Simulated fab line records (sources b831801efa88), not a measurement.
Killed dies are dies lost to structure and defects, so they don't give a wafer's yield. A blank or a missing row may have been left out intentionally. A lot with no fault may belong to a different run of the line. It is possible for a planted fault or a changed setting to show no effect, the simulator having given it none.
Matching of chambers :: flow gf180mcu :: pecvd-02 running GF_PASSIVATION_CVD_00: 3 sister chambers
The step deposits SiO2 from TEOS, target thk 1000 nm, time 111.95 s. 16 wafers are shown with their chamber, then 8 later ones without.

WAFERS WITH THEIR CHAMBER
wafer: L211.1
chamber: 0
heater power w (W): 682
heater power outer w (W): 404

wafer: L211.5
chamber: 0
heater power w (W): 553
heater power outer w (W): 298

wafer: L211.6
chamber: 2
heater power w (W): 665
heater power outer w (W): 396

wafer: L214.3
chamber: 0
heater power w (W): 663
heater power outer w (W): 386

wafer: L214.5
chamber: 2
heater power w (W): 636
heater power outer w (W): 389

wafer: L214.6
chamber: 0
heater power w (W): 560
heater power outer w (W): 298

wafer: L217.2
chamber: 1
heater power w (W): 581
heater power outer w (W): 365

wafer: L217.4
chamber: 1
heater power w (W): 459
heater power outer w (W): 271

wafer: L217.5
chamber: 2
heater power w (W): 528
heater power outer w (W): 295

wafer: L218.1
chamber: 2
heater power w (W): 666
heater power outer w (W): 376

wafer: L218.3
chamber: 0
heater power w (W): 646
heater power outer w (W): 359

wafer: L218.6
chamber: 2
heater power w (W): 538
heater power outer w (W): 290

wafer: L221.1
chamber: 0
heater power w (W): 678
heater power outer w (W): 400

wafer: L221.5
chamber: 0
heater power w (W): 548
heater power outer w (W): 299

wafer: L221.6
chamber: 1
heater power w (W): 536
heater power outer w (W): 328

wafer: L222.1
chamber: 2
heater power w (W): 629
heater power outer w (W): 362

SIGNATURES (means of the wafers above)
reading: heater power w
chamber 0: 618.57
chamber 1: 525.33
chamber 2: 610.33
scatter within a chamber: 61.8

reading: heater power outer w
chamber 0: 349.14
chamber 1: 321.33
chamber 2: 351.33
scatter within a chamber: 48.3
Rule: a wafer lies at a distance from a chamber equal to the root of the sum of squares, over the readings, of (its reading less the chamber's mean, divided by the reading's scatter). The wafer belongs to the nearest chamber; if the next one is less than 2 further off, it can't be placed. The scatter: take each reading less its chamber's mean, square it, sum over the shown wafers, divide by the number of wafers less the number of chambers, and take the root.

WAFERS WITHOUT THEIR CHAMBER
wafer: L222.3
heater power w (W): 687
heater power outer w (W): 407

wafer: L222.6
heater power w (W): 668
heater power outer w (W): 397

wafer: L229.1
heater power w (W): 644
heater power outer w (W): 382

wafer: L229.5
heater power w (W): 548
heater power outer w (W): 297

wafer: L229.6
heater power w (W): 534
heater power outer w (W): 292

wafer: L232.3
heater power w (W): 571
heater power outer w (W): 310

wafer: L232.5
heater power w (W): 652
heater power outer w (W): 351

wafer: L232.6
heater power w (W): 579
heater power outer w (W): 360

WHICH CHAMBER EACH WENT THROUGH
wafer: L222.3
from the rows above: can't be placed: 0 or 2 or 1
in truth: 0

wafer: L222.6
from the rows above: can't be placed: 0 or 2 or 1
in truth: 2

wafer: L229.1
from the rows above: can't be placed: 0 or 2 or 1
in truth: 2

wafer: L229.5
from the rows above: can't be placed: 1 or 2 or 0
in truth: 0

wafer: L229.6
from the rows above: can't be placed: 1 or 2 or 0
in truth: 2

wafer: L232.3
from the rows above: can't be placed: 1 or 2 or 0
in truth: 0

wafer: L232.5
from the rows above: can't be placed: 0 or 2 or 1
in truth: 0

wafer: L232.6
from the rows above: can't be placed: 2 or 0 or 1
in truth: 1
Correct placement for 0 of the 8. From these rows, 8 cannot be placed; in 8 the true chamber is one of the candidates. 0 placed wrongly.
